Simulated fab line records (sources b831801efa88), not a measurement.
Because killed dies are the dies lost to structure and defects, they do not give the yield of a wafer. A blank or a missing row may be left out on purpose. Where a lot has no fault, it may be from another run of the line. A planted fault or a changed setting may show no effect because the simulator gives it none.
Struck lot and sound lot, side by side -- flow sky130 -- 16 steps out of a route of 708
Sound: the wafers L626.1, L626.3, L626.5. Wafers struck: L633.1, L633.2, L633.6. The cause is named last.
Per side, at each step with rows, come the tool, then ch with its chambers, and then its first start. Under that, the readings that differ: sound wafers -- struck wafers -- difference of the means -- sigmas: that difference in standard deviations of wafers without a fault.
alike: same words and numbers on both sides, and readings whose means sit less than 2 such deviations apart. not compared: any withheld reading, any reading some wafer has no value for, any bound like >300 that may hide the same value, and any number with overlapping values for which the record gives no deviation.
A row with sigmas, a row that says differs or no value, or rows on one side alone: a step with any of these is where the two part. When numbers do not overlap yet have no deviation, they are printed without sigmas and do not part them. A reading missing from all wafers of one side parts the sides only when that side holds two or more wafers.

first, 5 steps without rows for these wafers: SKY_SONOS_TUNNEL_COAT_02 (resist thk 1140 nm); SKY_SONOS_TUNNEL_SOFTBAKE_03 (time 60 s); SKY_SONOS_TUNNEL_EXPOSE_04 (exposes mask TUNM, target cd 410 nm); SKY_SONOS_TUNNEL_PEB_05; SKY_SONOS_TUNNEL_DEVELOP_06 (develop time 60 s).
SKY_SONOS_TUNNEL_CD_MEAS_07: the cd target is 410 nm.
  struck on cd_sem-02, day 15 18:17; sound on cd_sem-01, day 13 09:11
reading,sound,struck,difference,sigmas
cd_nm (nm),414.3 415.1 415.3,408.2 410.1 408.7,-5.9,-2
SKY_SONOS_TUNNEL_OVL_MEAS_08:
  struck on overlay-01, day 15 18:24; sound on overlay-02, day 13 09:18
  alike: SONOS_TUNNEL_OVL
then, 3 steps without rows for these wafers: SKY_SONOS_TUNNEL_IMPLANT_09; SKY_SONOS_TUNNEL_WET_ETCH_10 (etches SiO2 in dHF, target depth 14 nm, time 280 s); SKY_SONOS_TUNNEL_STRIP_11 (strips in SPM, time 600 s).
SKY_SONOS_TUNNEL_TW_MEAS_12:
  struck on film_metro-04, day 15 18:50; sound on film_metro-02, day 13 09:47
  alike: SONOS_TUNNEL_TW
then, 1 step without rows for these wafers: SKY_SONOS_TUNNEL_CLEAN_13 (cleans in dHF, time 20 s).
SKY_SONOS_ONO_OXIDATION_00: stabilise 600 s, purge 300 s, target thk 2.6 nm.
  sound on furnace-01 ch 0, day 13 14:57; struck on furnace-01 ch 0, day 15 20:07
reading,sound,struck,difference,sigmas
spike_tc_bottom_C (C),820.4 819.4 820.4,835.9 834.0 834.6,+14.8,+8
spike_tc_centre_C (C),801.8 801.5 801.7,815.8 816.2 816.7,+14.6,+13
spike_tc_lower_C (C),800.2 799.0 797.9,814.1 813.0 814.1,+14.7,+13
spike_tc_top_C (C),816.5 814.7 817.5,831.1 829.7 831.8,+14.6,+9
spike_tc_upper_C (C),799.4 799.7 801.7,814.3 812.6 814.2,+13.4,+13
tube_center_temp_C (C),800.02 800.04 800.01,814.23 814.08 814.18,+14.14,+99 or more
tube_center_temp_C_max,802.1 802.1 801.8,816.3 816.3 816.3,+14.3,+45
zone_power_top_pct (%),26.6 26.2 26.6,27.6 27.4 27.6,+1.1,+3
model.SiO2_of_SONOS_ONO_OXIDATION_00.thk_nm (nm),2.723 2.717 2.691,3.125 3.159 3.124,+0.426,
SKY_SONOS_ONO_THK_MEAS_01:
  struck on film_metro-02, day 15 21:28; sound on film_metro-03, day 13 16:18
reading,sound,struck,difference,sigmas
SONOS_ONO_OXIDATION_THK (nm),2.67 2.75 2.74,3.11 3.14 3.14,+0.41,+7
then, 1 step without rows for these wafers: SKY_SONOS_ONO_CVD_02 (deposits Si3N4 from DCS/NH3, target thk 10.5 nm, time 180 s).
-- the record jumps here: 33 days lie between the struck wafers' starts before and after (it left off in module SONOS_ONO and takes up again in module PAD_OPEN, whose first step shown is number 708 of the route) --
SKY_PAD_OPEN_PROBE_99:
  struck on prober-01, day 49 00:10; sound on prober-02, day 47 11:09
reading,sound,struck,difference,sigmas
model.etest.sonos_erased.drive_ua_um,175.4 169.5 169.4,121.2 106.9 136.5,-49.9,
model.etest.cap_ono.gate_log10_a_cm2,-8.16 -8.294 -8.271,-8.806 -8.905 -8.848,-0.611,
model.etest.sonos_erased.vt_v (V),-2.14 -2.103 -2.106,-1.523 -1.367 -1.54,+0.640,
model.etest.cap_ono.gate_bv_v (V),16.68 16.56 16.41,16.9 17.2 17.06,+0.5,
model.etest.cap_ono.tox_acc_nm (nm),13.1 13.18 13.18,13.54 13.63 13.62,+0.44,
model.etest.sonos_programmed.vt_v (V),1.407 1.347 1.335,1.189 1.13 1.118,-0.217,
model.etest.sonos_baked.vt_less_v (V),-0.4791 -0.4758 -0.4634,-0.2761 -0.2827 -0.2967,+0.1876,
  alike: killed_at_M0_to_M3, killed_at_M4_up, killed_at_contacts, killed_at_front_end, killed_at_other, killed_dies, killed_open, killed_short
  not compared: model.etest.sonos_programmed.off_log10_a_um

WHERE THEY PART
Earliest at SKY_SONOS_TUNNEL_CD_MEAS_07; latest, in this record, at SKY_SONOS_ONO_THK_MEAS_01. Later steps at which nothing parts them and some readings are alike: SKY_PAD_OPEN_PROBE_99.

WHY: the cause the simulator had injected
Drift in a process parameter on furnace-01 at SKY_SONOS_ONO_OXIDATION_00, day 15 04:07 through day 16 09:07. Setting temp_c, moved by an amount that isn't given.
